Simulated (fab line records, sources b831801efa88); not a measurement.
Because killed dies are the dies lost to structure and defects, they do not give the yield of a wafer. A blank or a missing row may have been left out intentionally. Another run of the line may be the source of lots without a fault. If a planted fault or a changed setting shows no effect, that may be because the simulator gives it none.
Which tool did it? | flow sky130 | Sampling: 6 lots, 18 wafers, 2 of 708 route steps

== WHAT EACH GAUGE READ, for each wafer ==
SKY_VT_ADJUST_LVTN_TW_MEAS_21.
lot  | measured     | on            | VT_ADJUST_LVTN_2_TW
L591 | day 8 07:34  | film metro-04 | 190.3 188.8 190.1
L594 | day 9 03:59  | film metro-03 | 188.2 188.0 187.1
L602 | day 11 11:40 | film metro-04 | 188.7 187.8 189.5
L606 | day 12 11:19 | film metro-03 | 103.3 104.5 103.5 104.9 104.4 103.6
L608 | day 13 00:58 | film metro-01 | 192.1 191.9 192.4
L610 | day 13 11:33 | film metro-03 | 188.0 187.8 187.6

== WHICH TOOL RAN EACH LOT (tool, then ch and the chambers of the sampled wafers, then the start) ==
lot  | SKY_VT_ADJUST_LVTN_IMPLANT_19
L591 | implanter-04 ch 0, day 8 07:19
L594 | implanter-03 ch 0, day 9 03:46
L602 | implanter-04 ch 0, day 11 11:26
L606 | implanter-04 ch 0, day 12 11:05
L608 | implanter-02 ch 0, day 13 00:43
L610 | implanter-03 ch 0, day 13 11:20
- SKY_VT_ADJUST_LVTN_IMPLANT_19

== THE ANSWER, worked out from the rows above alone ==
Rule: usual is defined by the lots themselves. Put in order of their means at a reading, lots are off if they are a third of the lots or fewer, leave a main group of 4 or more, and stand apart from it by a gap of 3 or more times the standard deviation of the main group's means; of several such gaps the widest counts. A main group is skipped when, at the precision printed for the reading in the tables above, its means are all equal. A lot without any number at a reading at which 4 lots or more have one is off too. All remaining lots with rows at the step are treated as sound.
Off: at SKY_VT_ADJUST_LVTN_TW_MEAS_21 (VT_ADJUST_LVTN_2_TW), L606. For the main group the mean is 189.2 and the standard deviation 1.6.
A tool fits if, at a process step before that reading, it ran every lot that is off, and no sound lot after the first of them. The gauges at SKY_VT_ADJUST_LVTN_TW_MEAS_21 are tried like those tools. One fits: implanter-04 at SKY_VT_ADJUST_LVTN_IMPLANT_19. A fault onset in the window from L602 (day 11 11:26, its last sound lot) to L606 (day 12 11:05, its first lot off) fits.

== WHAT WAS PUT IN BY THE SIMULATOR ==
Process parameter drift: implanter-04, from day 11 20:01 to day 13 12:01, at SKY_VT_ADJUST_LVTN_IMPLANT_19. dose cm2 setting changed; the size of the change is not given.
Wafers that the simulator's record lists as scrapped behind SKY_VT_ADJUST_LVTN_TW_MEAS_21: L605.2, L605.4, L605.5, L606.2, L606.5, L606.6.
Lots struck among those shown: L606. The rule above reached the same finding.
